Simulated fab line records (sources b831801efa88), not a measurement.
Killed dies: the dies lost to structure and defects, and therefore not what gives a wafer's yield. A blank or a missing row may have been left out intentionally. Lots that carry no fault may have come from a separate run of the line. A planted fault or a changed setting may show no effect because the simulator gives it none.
Matching of chambers :: flow sky130 :: 4 sister chambers for SKY_LI_CONTACT_ETCH_14 on rieDiel-03
The step etches BARC in N2/H2, stops on SiO2, time 45.9 s, target depth 60 nm. 14 wafers are shown with their chamber, then 7 later ones without.

EACH WAFER AND ITS CHAMBER
wafer: L549.1
chamber: 2
drypumpMotorCurrentA (A): 6.6
biasW (W): 99.9
throttleValvePct (%): 13.234

wafer: L549.2
chamber: 3
drypumpMotorCurrentA (A): 5.7
biasW (W): 100.0
throttleValvePct (%): 13.207

wafer: L549.6
chamber: 2
drypumpMotorCurrentA (A): 6.6
biasW (W): 99.8
throttleValvePct (%): 13.213

wafer: L550.4
chamber: 3
drypumpMotorCurrentA (A): 5.7
biasW (W): 100.1
throttleValvePct (%): 13.221

wafer: L550.5
chamber: 3
drypumpMotorCurrentA (A): 5.7
biasW (W): 100.0
throttleValvePct (%): 13.229

wafer: L550.6
chamber: 2
drypumpMotorCurrentA (A): 6.6
biasW (W): 99.7
throttleValvePct (%): 13.220

wafer: L551.3
chamber: 3
drypumpMotorCurrentA (A): 5.6
biasW (W): 100.1
throttleValvePct (%): 13.230

wafer: L551.4
chamber: 1
drypumpMotorCurrentA (A): 5.9
biasW (W): 100.0
throttleValvePct (%): 13.236

wafer: L551.5
chamber: 3
drypumpMotorCurrentA (A): 5.6
biasW (W): 100.2
throttleValvePct (%): 13.212

wafer: L558.3
chamber: 2
drypumpMotorCurrentA (A): 6.6
biasW (W): 99.8
throttleValvePct (%): 13.233

wafer: L558.4
chamber: 3
drypumpMotorCurrentA (A): 5.7
biasW (W): 100.0
throttleValvePct (%): 13.231

wafer: L558.5
chamber: 0
drypumpMotorCurrentA (A): 6.0
biasW (W): 99.4
throttleValvePct (%): 13.236

wafer: L559.2
chamber: 3
drypumpMotorCurrentA (A): 5.7
biasW (W): 100.3
throttleValvePct (%): 13.220

wafer: L559.4
chamber: 3
drypumpMotorCurrentA (A): 5.7
biasW (W): 100.2
throttleValvePct (%): 13.212

SIGNATURES (averages over the wafers above)
reading: drypumpMotorCurrentA
chamber 0: 6.000
chamber 1: 5.900
chamber 2: 6.600
chamber 3: 5.675
scatter within a chamber: 0.0387

reading: biasW
chamber 0: 99.400
chamber 1: 100.000
chamber 2: 99.800
chamber 3: 100.112
scatter within a chamber: 0.104

reading: throttleValvePct
chamber 0: 13.23600
chamber 1: 13.23600
chamber 2: 13.22500
chamber 3: 13.22025
scatter within a chamber: 0.00956
Rule: distance of a wafer from a chamber = root of the sum over the readings of ((wafer's reading minus chamber's mean) / reading's scatter) squared. The wafer belongs to the nearest chamber; if the next one is less than 2 further off, it can't be placed. The scatter is the square root of a quotient: the sum, over the shown wafers, of each reading's squared deviation from its chamber's mean, divided by wafers minus chambers.

WAFERS WITHOUT THEIR CHAMBER
wafer: L559.5
drypumpMotorCurrentA (A): 6.6
biasW (W): 100.1
throttleValvePct (%): 13.218

wafer: L561.2
drypumpMotorCurrentA (A): 5.9
biasW (W): 99.4
throttleValvePct (%): 13.225

wafer: L561.4
drypumpMotorCurrentA (A): 6.0
biasW (W): 100.1
throttleValvePct (%): 13.218

wafer: L561.5
drypumpMotorCurrentA (A): 5.7
biasW (W): 100.4
throttleValvePct (%): 13.223

wafer: L565.2
drypumpMotorCurrentA (A): 5.7
biasW (W): 99.6
throttleValvePct (%): 13.233

wafer: L565.3
drypumpMotorCurrentA (A): 5.9
biasW (W): 100.2
throttleValvePct (%): 13.228

wafer: L565.6
drypumpMotorCurrentA (A): 5.9
biasW (W): 100.6
throttleValvePct (%): 13.219

THE CHAMBER EACH PASSED THROUGH
wafer: L559.5
from the rows above: 2
in truth: 2

wafer: L561.2
from the rows above: 0
in truth: 0

wafer: L561.4
from the rows above: 1
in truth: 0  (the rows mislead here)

wafer: L561.5
from the rows above: 3
in truth: 3

wafer: L565.2
from the rows above: can't be placed: 3 or 1
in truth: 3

wafer: L565.3
from the rows above: 1
in truth: 1

wafer: L565.6
from the rows above: can't be placed: 1 or 3
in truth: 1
4 of 7 placed correctly. These rows do not allow placing 2 (true chamber among the candidates in 2). Number placed wrongly: 1.
